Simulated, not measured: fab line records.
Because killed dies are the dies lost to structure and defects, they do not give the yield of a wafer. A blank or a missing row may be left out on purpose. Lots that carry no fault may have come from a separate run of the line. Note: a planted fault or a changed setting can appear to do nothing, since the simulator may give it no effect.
fab line records + flow sky130
[record]
- lots = 7
- wafers = 19
- last-day = 49
route steps=708 shown LOCAL_INTERCONNECT@396 CONTACT@406 PAD_OPEN@708
lots untouched by any fault: they come from a run of this same line in which no faults occurred
start-h: start of the lot's first displayed wafer, in hours after the record's first day + wait-h: time in hours since the lot's previous step + " same as the row above + L1.1+2: several wafers, shown together as one row + - no value, or no start given + * or withheld: withheld + < > ~ a bound
route shown NAME@n: names a module that has steps shown in the file, with the first one's number in the route + usual: average and standard deviation across the fault-free wafers + same: alike in all rows + chamber/n: place in a boat + sites: readings site by site + _std_site: the values' standard deviation + _edge_site: inner sites' mean taken away from outer sites' mean + radius-mm: how far each site lies from the wafer's centre + mask NAME#n: copy n + behind: the most recent tool/chamber to have shaped the wafer + hold: the reason the lot was held/the length of the hold in hours/how it ended + device: which transistor (n, p or np) failed to switch + end of line: tests of these same wafers at the route's end + a step given without rows: its recipe and nothing more + killed: count of dies lost to structure and defects at first sort (not the wafer's yield) + map: a wafer's dies, x killed, . not, _ none there
set.NAME: the setting that was run; set.NAME@STEP: the one run at that earlier step + model.NAME: the simulator's own value behind a step, which no gauge read
lots at some steps of the route; a table a step, a row a wafer
services: from which hour (start-h, from the record's first day; less than 0 if before it) a tool's chamber was out of use, for how many hours, and why
[[steps]]
[step SKY_LOCAL_INTERCONNECT_PEB_09]
[recipe]
- peb-temp-c = withheld
- peb-time-s = withheld
- resist = KrF-thick
[step SKY_LOCAL_INTERCONNECT_DEVELOP_10]
[recipe]
- develop-time-s = 60
- resist = KrF-thick
- dev-temp-c = 21
[step SKY_LOCAL_INTERCONNECT_CD_MEAS_11]
[recipe]
- target-cd-nm = 170
[usual]
- cd-nm = 169.8/1.8
| lot.wafer | tool      | chamber | start-h | wait-h | cd-nm |
|-----------|-----------|---------|---------|--------|-------|
| L155.1    | cd-sem-01 | -       | 732.75  | -      | 170.1 |
| L155.2    | "         | -       | "       | "      | 170.9 |
| L155.6    | "         | -       | "       | "      | 169.6 |
| L157.1    | cd-sem-02 | -       | 741.68  | -      | 170.3 |
| L157.2    | "         | -       | "       | "      | 169.5 |
| L157.4    | "         | -       | "       | "      | 171.2 |
| L162.1    | cd-sem-01 | -       | 787.13  | -      | 172.7 |
| L162.2    | "         | -       | "       | "      | 169.8 |
| L162.4    | "         | -       | "       | "      | 170.6 |
| L164.2    | cd-sem-01 | -       | 797.62  | -      | 172.7 |
| L164.3    | "         | -       | "       | "      | 170.9 |
| L164.5    | "         | -       | "       | "      | 172.8 |
| L168.3    | cd-sem-02 | -       | 835.30  | -      | 169.4 |
| L168.4    | "         | -       | "       | "      | 169.1 |
| L171.3    | cd-sem-01 | -       | 848.14  | -      | 171.4 |
| L171.4    | "         | -       | "       | "      | 170.3 |
| L172.1    | cd-sem-01 | -       | 854.78  | -      | 168.0 |
| L172.3    | "         | -       | "       | "      | 169.7 |
| L172.4    | "         | -       | "       | "      | 169.0 |
[step SKY_LOCAL_INTERCONNECT_OVL_MEAS_12]
[usual]
- LOCAL_INTERCONNECT_OVL = 1/4.3
| lot.wafer | tool       | chamber | start-h | wait-h | LOCAL_INTERCONNECT_OVL[nm] |
|-----------|------------|---------|---------|--------|----------------------------|
| L155.1    | overlay-01 | -       | 732.87  | 0.1    | 3                          |
| L155.2    | "          | -       | "       | "      | 0                          |
| L155.6    | "          | -       | "       | "      | -2                         |
| L157.1    | overlay-02 | -       | 741.80  | 0.1    | 9                          |
| L157.2    | "          | -       | "       | "      | 13                         |
| L157.4    | "          | -       | "       | "      | 2                          |
| L162.1    | overlay-01 | -       | 787.25  | 0.1    | -2                         |
| L162.2    | "          | -       | "       | "      | 4                          |
| L162.4    | "          | -       | "       | "      | -2                         |
| L164.2    | overlay-02 | -       | 797.72  | 0.1    | 1                          |
| L164.3    | "          | -       | "       | "      | -2                         |
| L164.5    | "          | -       | "       | "      | 3                          |
| L168.3    | overlay-02 | -       | 835.39  | 0.1    | 1                          |
| L168.4    | "          | -       | "       | "      | -3                         |
| L171.3    | overlay-01 | -       | 848.23  | 0.1    | 5                          |
| L171.4    | "          | -       | "       | "      | 2                          |
| L172.1    | overlay-01 | -       | 854.90  | 0.1    | 2                          |
| L172.3    | "          | -       | "       | "      | -2                         |
| L172.4    | "          | -       | "       | "      | 7                          |
[step SKY_LOCAL_INTERCONNECT_ETCH_13]
[recipe]
- chemistry = N2/H2
- target = BARC
- ion-energy-ev = 200
- bias-w = 100
- pressure-mtorr = 30
- n2-flow-sccm = 100
- h2-flow-sccm = 200
- icp-w = 500
- stop-on = SiO2
- time-s = 45.9
- target-depth-a = 600
[usual]
- drypump-motor-current-A = 5.7/0.8
- oes-product-au = 0.855/0.0045
- throttle-valve-pct = 13.225/0.0088
| lot.wafer | tool         | chamber | start-h | wait-h | drypump-motor-current-A | oes-product-au | rf-hours-counter-h | throttle-valve-pct |
|-----------|--------------|---------|---------|--------|-------------------------|----------------|--------------------|--------------------|
| L155.1    | rie-metal-01 | 1       | 732.90  | 0.0    | 5.0                     | 0.852          | 10.5               | 13.237             |
| L155.2    | "            | 0       | "       | "      | 4.8                     | 0.858          | 7.6                | 13.210             |
| L155.6    | "            | 1       | "       | "      | 5.1                     | 0.852          | -                  | 13.238             |
| L157.1    | rie-metal-02 | 0       | 741.84  | 0.0    | 6.8                     | 0.851          | 11.3               | 13.212             |
| L157.2    | "            | 1       | "       | "      | 6.4                     | 0.856          | 10.8               | 13.218             |
| L157.4    | "            | 1       | "       | "      | 6.4                     | 0.855          | -                  | 13.226             |
| L162.1    | rie-metal-04 | 0       | 787.29  | 0.0    | 6.3                     | 0.860          | 8.7                | 13.222             |
| L162.2    | "            | 1       | "       | "      | 5.0                     | 0.858          | 15.7               | 13.217             |
| L162.4    | "            | 1       | "       | "      | 5.0                     | 0.859          | -                  | 13.232             |
| L164.2    | rie-metal-02 | 1       | 797.75  | 0.0    | 6.3                     | 0.859          | 12.7               | 13.236             |
| L164.3    | "            | 0       | "       | "      | 6.8                     | 0.851          | -                  | 13.234             |
| L164.5    | "            | 1       | "       | "      | 6.4                     | 0.858          | -                  | 13.232             |
| L168.3    | rie-metal-02 | 1       | 835.44  | 0.0    | 6.4                     | 0.844          | -                  | 13.220             |
| L168.4    | "            | 0       | "       | "      | 6.8                     | 0.843          | -                  | 13.227             |
| L171.3    | rie-metal-02 | 1       | 848.30  | 0.1    | 6.4                     | 0.857          | -                  | 13.227             |
| L171.4    | "            | 1       | "       | "      | 6.4                     | 0.860          | -                  | 13.233             |
| L172.1    | rie-metal-01 | 0       | 854.94  | 0.0    | 4.8                     | 0.848          | 12.2               | 13.230             |
| L172.3    | "            | 1       | "       | "      | 5.0                     | 0.860          | -                  | 13.239             |
| L172.4    | "            | 0       | "       | "      | 4.8                     | 0.861          | -                  | 13.201             |
[step SKY_LOCAL_INTERCONNECT_METAL_ETCH_14]
[recipe]
- target-depth-nm = 110
- stop-on = PSG
- chemistry = Cl2/BCl3
- target = TiN
- resist-sidewall-deg = 88
- pressure-mtorr = 10
- icp-w = 900
- bias-w = 48.5
- Cl2_flow_sccm = 60
- bcl3-flow-sccm = 30
- time-s = 31.4
[usual]
- drypump-motor-current-A = 5.7/0.8
- oes-product-au = 0.942/0.0082
- throttle-valve-pct = 21.900/0.0084
| lot.wafer | tool         | chamber | start-h | wait-h | drypump-motor-current-A | oes-product-au | rf-hours-counter-h | throttle-valve-pct |
|-----------|--------------|---------|---------|--------|-------------------------|----------------|--------------------|--------------------|
| L155.1    | rie-metal-01 | 1       | 732.97  | 0.0    | 5.0                     | 0.954          | 10.5               | 21.903             |
| L155.2    | "            | 0       | "       | "      | 4.8                     | 0.941          | 7.7                | 21.900             |
| L155.6    | "            | 1       | "       | "      | 5.0                     | 0.953          | -                  | 21.902             |
| L157.1    | rie-metal-02 | 0       | 741.90  | 0.0    | 6.8                     | 0.938          | 11.3               | 21.908             |
| L157.2    | "            | 1       | "       | "      | 6.4                     | 0.935          | 10.8               | 21.895             |
| L157.4    | "            | 1       | "       | "      | 6.3                     | 0.945          | -                  | 21.898             |
| L162.1    | rie-metal-04 | 0       | 787.35  | 0.0    | 6.3                     | 0.941          | 8.7                | 21.899             |
| L162.2    | "            | 1       | "       | "      | 5.0                     | 0.950          | 15.8               | 21.910             |
| L162.4    | "            | 1       | "       | "      | 5.0                     | 0.932          | -                  | 21.916             |
| L164.2    | rie-metal-02 | 1       | 797.84  | 0.1    | 6.4                     | 0.942          | 12.7               | 21.909             |
| L164.3    | "            | 0       | "       | "      | 6.8                     | 0.939          | -                  | 21.907             |
| L164.5    | "            | 1       | "       | "      | 6.4                     | 0.938          | -                  | 21.905             |
| L168.3    | rie-metal-02 | 1       | 835.50  | 0.0    | 6.4                     | 0.933          | -                  | 21.914             |
| L168.4    | "            | 0       | "       | "      | 6.8                     | 0.941          | -                  | 21.902             |
| L171.3    | rie-metal-02 | 1       | 848.41  | 0.1    | 6.4                     | 0.947          | -                  | 21.890             |
| L171.4    | "            | 1       | "       | "      | 6.4                     | 0.951          | -                  | 21.897             |
| L172.1    | rie-metal-01 | 0       | 855.00  | 0.0    | 4.7                     | 0.951          | 12.2               | 21.901             |
| L172.3    | "            | 1       | "       | "      | 5.0                     | 0.945          | -                  | 21.901             |
| L172.4    | "            | 0       | "       | "      | 4.8                     | 0.950          | -                  | 21.901             |
[step SKY_LOCAL_INTERCONNECT_STRIP_15]
[recipe]
- chemistry = O2/N2
- power-w = 1400
- pressure-mtorr = 1500
- platen-temp-c = withheld
- o2-flow-sccm = 3000
- n2-flow-sccm = 300
- overash-fraction = 0.5
[usual]
- drypump-motor-current-A = 5.83/0.19
- oes-product-au = 0.426/0.0047
- strip-time-to-endpoint-s = 4.714/0.02
| lot.wafer | tool            | chamber | start-h | wait-h | drypump-motor-current-A | oes-product-au | rf-hours-counter-h | strip-time-to-endpoint-s |
|-----------|-----------------|---------|---------|--------|-------------------------|----------------|--------------------|--------------------------|
| L155.1    | plasma-asher-03 | 1       | 733.02  | 0.0    | 5.33                    | 0.428          | 106                | 4.729                    |
| L155.2    | "               | 0       | "       | "      | 6.05                    | 0.431          | 106                | 4.745                    |
| L155.6    | "               | 1       | "       | "      | 5.32                    | 0.422          | -                  | 4.715                    |
| L157.1    | plasma-asher-02 | 0       | 741.95  | 0.0    | 5.85                    | 0.432          | 62                 | 4.726                    |
| L157.2    | "               | 1       | "       | "      | 5.74                    | 0.416          | 62                 | 4.714                    |
| L157.4    | "               | 0       | "       | "      | 5.85                    | 0.420          | -                  | 4.711                    |
| L162.1    | plasma-asher-04 | 1       | 787.40  | 0.0    | 6.04                    | 0.425          | 96                 | 4.693                    |
| L162.2    | "               | 0       | "       | "      | 5.75                    | 0.433          | 96                 | 4.713                    |
| L162.4    | "               | 0       | "       | "      | 5.74                    | 0.424          | -                  | 4.716                    |
| L164.2    | plasma-asher-04 | 0       | 797.91  | 0.0    | 5.76                    | 0.433          | 97                 | 4.716                    |
| L164.3    | "               | 1       | "       | "      | 6.05                    | 0.432          | -                  | 4.702                    |
| L164.5    | "               | 1       | "       | "      | 6.02                    | 0.425          | -                  | 4.701                    |
| L168.3    | plasma-asher-02 | 0       | 835.56  | 0.1    | 5.85                    | 0.424          | -                  | 4.742                    |
| L168.4    | "               | 1       | "       | "      | 5.73                    | 0.426          | -                  | 4.705                    |
| L171.3    | plasma-asher-04 | 1       | 848.52  | 0.1    | 6.07                    | 0.420          | -                  | 4.732                    |
| L171.4    | "               | 0       | "       | "      | 5.76                    | 0.432          | -                  | 4.730                    |
| L172.1    | plasma-asher-02 | 1       | 855.05  | 0.0    | 5.74                    | 0.429          | 73                 | 4.719                    |
| L172.3    | "               | 0       | "       | "      | 5.84                    | 0.425          | -                  | 4.735                    |
| L172.4    | "               | 1       | "       | "      | 5.74                    | 0.433          | -                  | 4.722                    |
[step SKY_LOCAL_INTERCONNECT_STRIP_16]
[recipe]
- chemistry = post-etch-residue-remover
- time-s = 1200
- temp-c = 72.5
[step SKY_LOCAL_INTERCONNECT_CLEAN_17]
[recipe]
- chemistry = IPA
- time-s = 180
- temp-c = 25
[step SKY_LOCAL_INTERCONNECT_CLEAN_18]
[recipe]
- chemistry = O3/DIW
- dry = n2-spin
[step SKY_CONTACT_CVD_00]
[recipe]
- material = Si3N4
- target-thk-nm = 75
- temp-c = 400
- time-s = withheld
- rf-w = 450
[usual]
- heater-power-w = 697/85
| lot.wafer | tool     | chamber | start-h | wait-h | heater-power-w |
|-----------|----------|---------|---------|--------|----------------|
| L155.1    | pecvd-03 | 2       | 733.61  | 0.0    | 719            |
| L155.2    | "        | 1       | "       | "      | 628            |
| L155.6    | "        | 2       | "       | "      | 592            |
| L157.1    | pecvd-03 | 1       | 742.98  | 0.0    | 693            |
| L157.2    | "        | 2       | "       | "      | 730            |
| L157.4    | "        | 1       | "       | "      | 712            |
| L162.1    | pecvd-03 | 2       | 788.01  | 0.0    | 582            |
| L162.2    | "        | 1       | "       | "      | 686            |
| L162.4    | "        | 0       | "       | "      | 798            |
| L164.2    | pecvd-02 | 0       | 798.50  | 0.0    | 761            |
| L164.3    | "        | 1       | "       | "      | 660            |
| L164.5    | "        | 0       | "       | "      | 770            |
| L168.3    | pecvd-02 | 1       | 836.12  | 0.0    | 547            |
| L168.4    | "        | 0       | "       | "      | 769            |
| L171.3    | pecvd-03 | 2       | 849.11  | 0.0    | 728            |
| L171.4    | "        | 1       | "       | "      | 727            |
| L172.1    | pecvd-02 | 0       | 855.65  | 0.0    | 739            |
| L172.3    | "        | 2       | "       | "      | 638            |
| L172.4    | "        | 1       | "       | "      | 626            |
[step SKY_CONTACT_THK_MEAS_01]
[recipe]
- reads = Si3N4_of_CONTACT_CVD_00
[usual]
- CONTACT_CVD_00_THK = 74.9/0.75
| lot.wafer | tool          | chamber | start-h | wait-h | CONTACT_CVD_00_THK[nm] |
|-----------|---------------|---------|---------|--------|------------------------|
| L155.1    | film-metro-01 | -       | 733.66  | -      | 74.8                   |
| L155.2    | "             | -       | "       | "      | 74.0                   |
| L155.6    | "             | -       | "       | "      | 75.3                   |
| L157.1    | film-metro-01 | -       | 743.03  | -      | 74.1                   |
| L157.2    | "             | -       | "       | "      | 73.3                   |
| L157.4    | "             | -       | "       | "      | 75.4                   |
| L162.1    | film-metro-01 | -       | 788.04  | -      | 74.7                   |
| L162.2    | "             | -       | "       | "      | 74.5                   |
| L162.4    | "             | -       | "       | "      | 75.4                   |
| L164.2    | film-metro-02 | -       | 798.56  | -      | 74.7                   |
| L164.3    | "             | -       | "       | "      | 76.6                   |
| L164.5    | "             | -       | "       | "      | 75.6                   |
| L168.3    | film-metro-04 | -       | 836.17  | -      | 74.4                   |
| L168.4    | "             | -       | "       | "      | 74.6                   |
| L171.3    | film-metro-01 | -       | 849.16  | -      | 74.8                   |
| L171.4    | "             | -       | "       | "      | 75.9                   |
| L172.1    | film-metro-01 | -       | 855.69  | -      | 75.0                   |
| L172.3    | "             | -       | "       | "      | 74.3                   |
| L172.4    | "             | -       | "       | "      | 75.6                   |
[step SKY_CONTACT_HDPCVD_02]
[recipe]
- material = SiO2
- target-thk-nm = 565
- sigma-open-frac = 0.3
- time-s = 94.2
- temp-c = 600
- sih4-flow-sccm = 60
- pressure-mtorr = 6
| lot.wafer | tool      | chamber | start-h | wait-h | model.SiO2_of_CONTACT_HDPCVD_02.thk-nm |
|-----------|-----------|---------|---------|--------|----------------------------------------|
| L155.1    | hdpcvd-02 | 2       | 733.72  | 0.1    | 567.5                                  |
| L155.2    | "         | 1       | "       | "      | 568.1                                  |
| L155.6    | "         | 0       | "       | "      | 573.2                                  |
| L157.1    | hdpcvd-02 | 2       | 743.09  | 0.1    | 568.2                                  |
| L157.2    | "         | 1       | "       | "      | 565.5                                  |
| L157.4    | "         | 2       | "       | "      | 574.3                                  |
| L162.1    | hdpcvd-01 | 0       | 788.10  | 0.1    | 569.2                                  |
| L162.2    | "         | 1       | "       | "      | 560.8                                  |
| L162.4    | "         | 1       | "       | "      | 564.2                                  |
| L164.2    | hdpcvd-01 | 1       | 798.61  | 0.0    | 566.1                                  |
| L164.3    | "         | 2       | "       | "      | 566.6                                  |
| L164.5    | "         | 2       | "       | "      | 560.3                                  |
| L168.3    | hdpcvd-01 | 2       | 836.21  | 0.0    | 844                                    |
| L168.4    | "         | 2       | "       | "      | 843.9                                  |
| L171.3    | hdpcvd-01 | 2       | 849.20  | 0.0    | 850.7                                  |
| L171.4    | "         | 0       | "       | "      | 852.5                                  |
| L172.1    | hdpcvd-01 | 1       | 855.75  | 0.1    | 566.5                                  |
| L172.3    | "         | 0       | "       | "      | 832.1                                  |
| L172.4    | "         | 0       | "       | "      | 841.3                                  |
[step SKY_CONTACT_THK_MEAS_03]
[recipe]
- reads = SiO2_of_CONTACT_HDPCVD_02
[usual]
- CONTACT_HDPCVD_THK = 567/5.9
| lot.wafer | tool          | chamber | start-h | wait-h | CONTACT_HDPCVD_THK[nm] |
|-----------|---------------|---------|---------|--------|------------------------|
| L155.1    | film-metro-02 | -       | 733.79  | 0.0    | 568                    |
| L155.2    | "             | -       | "       | "      | 568                    |
| L155.6    | "             | -       | "       | "      | 573                    |
| L157.1    | film-metro-04 | -       | 743.16  | 0.0    | 568                    |
| L157.2    | "             | -       | "       | "      | 565                    |
| L157.4    | "             | -       | "       | "      | 575                    |
| L162.1    | film-metro-02 | -       | 788.17  | 0.0    | 569                    |
| L162.2    | "             | -       | "       | "      | 561                    |
| L162.4    | "             | -       | "       | "      | 564                    |
| L164.2    | film-metro-02 | -       | 798.69  | 0.0    | 566                    |
| L164.3    | "             | -       | "       | "      | 566                    |
| L164.5    | "             | -       | "       | "      | 560                    |
| L168.3    | film-metro-02 | -       | 836.30  | 0.1    | 844                    |
| L168.4    | "             | -       | "       | "      | 844                    |
| L171.3    | film-metro-02 | -       | 849.29  | 0.1    | 852                    |
| L171.4    | "             | -       | "       | "      | 853                    |
| L172.1    | film-metro-02 | -       | 855.82  | 0.0    | 567                    |
| L172.3    | "             | -       | "       | "      | 833                    |
| L172.4    | "             | -       | "       | "      | 842                    |
[step SKY_CONTACT_CMP_04]
[recipe]
- material = SiO2
- down-force-psi = 4
- platen-rpm = 60
- pad-velocity-m-s = 0.94248
[usual]
- motor-current-A = 12.6/2.2
- time-to-endpoint-s = 83/4.9
| lot.wafer | tool   | chamber | start-h | wait-h | motor-current-A | time-to-endpoint-s |
|-----------|--------|---------|---------|--------|-----------------|--------------------|
| L155.1    | cmp-02 | 0       | 733.90  | 0.1    | 12.2            | 82                 |
| L155.2    | "      | 1       | "       | "      | 13.0            | 78                 |
| L155.6    | "      | 3       | "       | "      | 13.8            | 83                 |
| L157.4    | cmp-01 | 3       | 743.22  | 0.0    | 11.5            | 91                 |
| L157.2    | "      | 0       | "       | "      | 10.4            | 85                 |
| L157.1    | "      | 1       | "       | "      | 11.1            | 82                 |
| L162.1    | cmp-01 | 0       | 788.23  | 0.1    | 9.8             | 86                 |
| L162.4    | "      | 1       | "       | "      | 10.6            | 77                 |
| L162.2    | "      | 3       | "       | "      | 11.6            | 86                 |
| L164.3    | cmp-02 | 3       | 798.74  | 0.0    | 14.4            | 79                 |
| L164.2    | "      | 2       | "       | "      | 11.1            | 81                 |
| L164.5    | "      | 0       | "       | "      | 12.3            | 76                 |
| L168.4    | cmp-01 | 3       | 836.34  | 0.0    | 11.9            | 188                |
| L168.3    | "      | 2       | "       | "      | 16.7            | 186                |
| L171.3    | cmp-01 | 2       | 849.38  | 0.1    | 16.4            | 193                |
| L171.4    | "      | 0       | "       | "      | 10.0            | 195                |
| L172.3    | cmp-01 | 3       | 856.09  | 0.2    | 11.8            | 191                |
| L172.1    | "      | 0       | "       | "      | 10.2            | 89                 |
| L172.4    | "      | 1       | "       | "      | 11.0            | 187                |
[step SKY_CONTACT_BOW_MEAS_05]
[recipe]
- mode = bow
[usual]
- CONTACT_BOW = 83/6.7
| lot.wafer | tool          | chamber | start-h | wait-h | CONTACT_BOW[um] |
|-----------|---------------|---------|---------|--------|-----------------|
| L155.1    | film-metro-01 | -       | 734.15  | 0.2    | 85              |
| L155.2    | "             | -       | "       | "      | 84              |
| L155.6    | "             | -       | "       | "      | 78              |
| L157.1    | film-metro-04 | -       | 743.54  | 0.2    | 75              |
| L157.2    | "             | -       | "       | "      | 76              |
| L157.4    | "             | -       | "       | "      | 74              |
| L162.1    | film-metro-02 | -       | 788.53  | 0.2    | 80              |
| L162.2    | "             | -       | "       | "      | 87              |
| L162.4    | "             | -       | "       | "      | 78              |
| L164.2    | film-metro-02 | -       | 799.06  | 0.1    | 78              |
| L164.3    | "             | -       | "       | "      | 76              |
| L164.5    | "             | -       | "       | "      | 73              |
| L168.3    | film-metro-01 | -       | 836.68  | 0.1    | 89              |
| L168.4    | "             | -       | "       | "      | 85              |
| L171.3    | film-metro-01 | -       | 849.67  | 0.2    | 87              |
| L171.4    | "             | -       | "       | "      | 86              |
| L172.1    | film-metro-01 | -       | 856.34  | 0.1    | 87              |
| L172.3    | "             | -       | "       | "      | 89              |
| L172.4    | "             | -       | "       | "      | 85              |
[step SKY_PAD_OPEN_PROBE_99]
[usual]
- killed_at_M0_to_M3 = 43/7.3
- killed_at_M4_up = 3.1/1.7
- killed-at-contacts = 25/5.3
- killed-at-front-end = 15/4.3
- killed-at-other = 0.2/0.54
- killed-dies = 87/10
- killed-on-rim = 17/3.9
- killed-open = 48/7.6
- killed-short = 38/6.1
[same]
- gross-dies = 492
- killed-at-back-side = 0
| lot.wafer | tool      | chamber | start-h | wait-h | killed_at_M0_to_M3 | killed_at_M4_up | killed-at-contacts | killed-at-front-end | killed-at-other | killed-dies | killed-on-rim | killed-open | killed-short |
|-----------|-----------|---------|---------|--------|--------------------|-----------------|--------------------|---------------------|-----------------|-------------|---------------|-------------|--------------|
| L157.1    | prober-02 | -       | 1106.36 | 0.1    | 42                 | 5               | 32                 | 15                  | 0               | 94          | 11            | 55          | 38           |
| L157.2    | prober-02 | -       | 1106.41 | 0.1    | 47                 | 2               | 24                 | 18                  | 3               | 94          | 15            | 52          | 42           |
| L157.4    | prober-02 | -       | 1106.51 | 0.2    | 41                 | 2               | 21                 | 21                  | 0               | 85          | 17            | 48          | 37           |
| L162.1    | prober-01 | -       | 1135.55 | 0.1    | 36                 | 2               | 32                 | 15                  | 0               | 85          | 14            | 40          | 45           |
| L162.2    | prober-01 | -       | 1135.60 | 0.1    | 51                 | 3               | 25                 | 15                  | 0               | 94          | 16            | 57          | 37           |
| L162.4    | prober-01 | -       | 1135.70 | 0.2    | 44                 | 2               | 29                 | 14                  | 0               | 89          | 15            | 45          | 43           |
| L164.2    | prober-02 | -       | 1143.69 | 0.1    | 39                 | 5               | 22                 | 10                  | 0               | 76          | 13            | 42          | 34           |
| L164.3    | prober-02 | -       | 1143.74 | 0.2    | 45                 | 4               | 22                 | 10                  | 0               | 81          | 14            | 37          | 44           |
| L164.5    | prober-02 | -       | 1143.84 | 0.2    | 30                 | 2               | 34                 | 13                  | 0               | 79          | 15            | 43          | 36           |
// killed by level:class
L157.1 CONTACT:geometric-particle:open=13 METAL1:geometric-particle:short=9 VIA1:geometric-particle:open=9 VIA2:geometric-particle:open=9 LI_CONTACT:geometric-particle:open=7 CONTACT:geometric-particle:short=6 VIA1:geometric-particle:short=6 FIELD_ISO:geometric-particle:open=4
L157.2 METAL1:geometric-particle:short=10 CONTACT:geometric-particle:open=8 VIA3:geometric-particle:open=7 VIA2:geometric-particle:open=7 LI_CONTACT:geometric-particle:open=6 METAL2:geometric-particle:short=6 FIELD_ISO:geometric-particle:open=5 CONTACT:geometric-particle:short=5
L157.4 VIA1:geometric-particle:open=9 LI_CONTACT:geometric-particle:open=7 METAL1:geometric-particle:short=7 VIA2:geometric-particle:open=7 FIELD_ISO:geometric-particle:short=6 POLY_GATE:geometric-particle:open=5 CONTACT:geometric-particle:open=4 CONTACT:geometric-particle:short=4
L162.1 VIA1:geometric-particle:open=12 CONTACT:geometric-particle:short=8 CONTACT:geometric-particle:open=8 METAL2:geometric-particle:short=7 LOCAL_INTERCONNECT:geometric-particle:short=6 LI_CONTACT:geometric-particle:short=5 LI_CONTACT:geometric-particle:open=5 FIELD_ISO:geometric-particle:open=4
L162.2 VIA3:geometric-particle:open=13 VIA1:geometric-particle:open=10 CONTACT:geometric-particle:open=7 METAL2:geometric-particle:short=7 VIA2:geometric-particle:open=7 POLY_GATE:geometric-particle:open=5 LI_CONTACT:geometric-particle:open=5 VIA1:geometric-particle:short=5
L162.4 VIA1:geometric-particle:open=15 LI_CONTACT:geometric-particle:open=12 CONTACT:geometric-particle:short=6 METAL2:geometric-particle:short=5 CONTACT:geometric-particle:open=5 METAL3:geometric-particle:short=5 LOCAL_INTERCONNECT:geometric-particle:short=4 VIA1:geometric-particle:short=4
L164.2 CONTACT:geometric-particle:open=9 METAL1:geometric-particle:short=9 VIA1:geometric-particle:open=7 METAL2:geometric-particle:short=5 CONTACT:geometric-particle:short=5 VIA2:geometric-particle:open=5 VIA3:geometric-particle:open=5 LI_CONTACT:geometric-particle:open=4
L164.3 CONTACT:geometric-particle:open=9 METAL1:geometric-particle:short=8 VIA2:geometric-particle:short=7 VIA1:geometric-particle:open=6 VIA2:geometric-particle:open=5 VIA3:geometric-particle:open=5 VIA3:geometric-particle:short=4 LOCAL_INTERCONNECT:geometric-particle:short=4
L164.5 LI_CONTACT:geometric-particle:open=12 CONTACT:geometric-particle:open=10 VIA1:geometric-particle:open=7 FIELD_ISO:geometric-particle:short=5 VIA3:geometric-particle:open=5 CONTACT:geometric-particle:short=5 FIELD_ISO:geometric-particle:open=4 LOCAL_INTERCONNECT:geometric-particle:short=4
[[services]]
| tool            | chamber | start-h | hours | kind                          |
|-----------------|---------|---------|-------|-------------------------------|
| pecvd-03        | 1       | 709.42  | 3.9   | repair                        |
| pecvd-03        | 1       | 713.71  | 2.1   | scheduled-down                |
| plasma-asher-03 | -       | 721.09  | 9.0   | repair                        |
| pecvd-03        | 0       | 725.02  | 24.6  | repair                        |
| rie-metal-04    | -       | 725.92  | 5.5   | repair                        |
| rie-metal-04    | 0       | 727.26  | 20.7  | repair                        |
| plasma-asher-03 | -       | 730.11  | 2.8   | pm                            |
| pecvd-03        | -       | 730.23  | 0.9   | repair                        |
| plasma-asher-03 | -       | 733.75  | 9.0   | pm                            |
| cmp-01          | -       | 736.47  | 1.0   | repair                        |
| plasma-asher-03 | -       | 737.85  | 8.4   | repair                        |
| plasma-asher-04 | -       | 739.21  | 3.4   | repair                        |
| cmp-02          | -       | 744.00  | 4.0   | pm                            |
| rie-metal-04    | 0       | 759.03  | 24.5  | repair                        |
| plasma-asher-02 | -       | 766.52  | 1.3   | repair                        |
| pecvd-03        | 1       | 818.12  | -     | clean                         |
| pecvd-03        | 1       | 818.12  | -     | consumable-replace:showerhead |
| rie-metal-02    | 1       | 825.03  | 7.7   | repair                        |
| plasma-asher-03 | -       | 829.64  | 5.9   | repair                        |
| rie-metal-02    | 0       | 842.36  | -     | clean                         |
| rie-metal-02    | 0       | 842.36  | 19.5  | scheduled-down                |
| rie-metal-02    | 0       | 842.36  | 19.5  | vent-cycle                    |
| pecvd-02        | -       | 845.54  | 2.8   | pm                            |
| plasma-asher-02 | -       | 851.03  | 0.5   | repair                        |
[[key]]
[first-sign]
- step = SKY_CONTACT_THK_MEAS_03
- reading = CONTACT_HDPCVD_THK
- direction = up
- sigmas = 47
- usual = 567
- struck = 844
[effect]
- step = SKY_CONTACT_CMP_04
- reading = time-to-endpoint-s
- direction = up
- sigmas = 22
- usual = *
- struck = *
[model-effect]
- step = SKY_CONTACT_HDPCVD_02
- value = SiO2_of_CONTACT_HDPCVD_02.thk-nm
- without = 567.8
- struck = 844.1
met-at SKY_CONTACT_HDPCVD_02
struck-wafers L168.3,L168.4,L171.3,L171.4,L172.3,L172.4
tester-left-out L168,L171,L172
onset-between 798.61 836.21
[fault]
- kind = process-parameter-drift
- tool = hdpcvd-01
- chamber = -
- onset-h = 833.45
- steps = SKY_CONTACT_HDPCVD_02
- channel = target-thk-nm
- offset = 276.32
- shape = step
- end-h = 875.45
- scope = struck-wafers-only
- acts-in = these-recipes-only
- stated = 565
// tester-left-out: of these lots the tester's yield and bins aren't shown, on N5 and GAA mostly nor the transistor test; their killed dies are dies lost to structure and defects alone, not to doping, threshold or leakage, so they don't give the yield
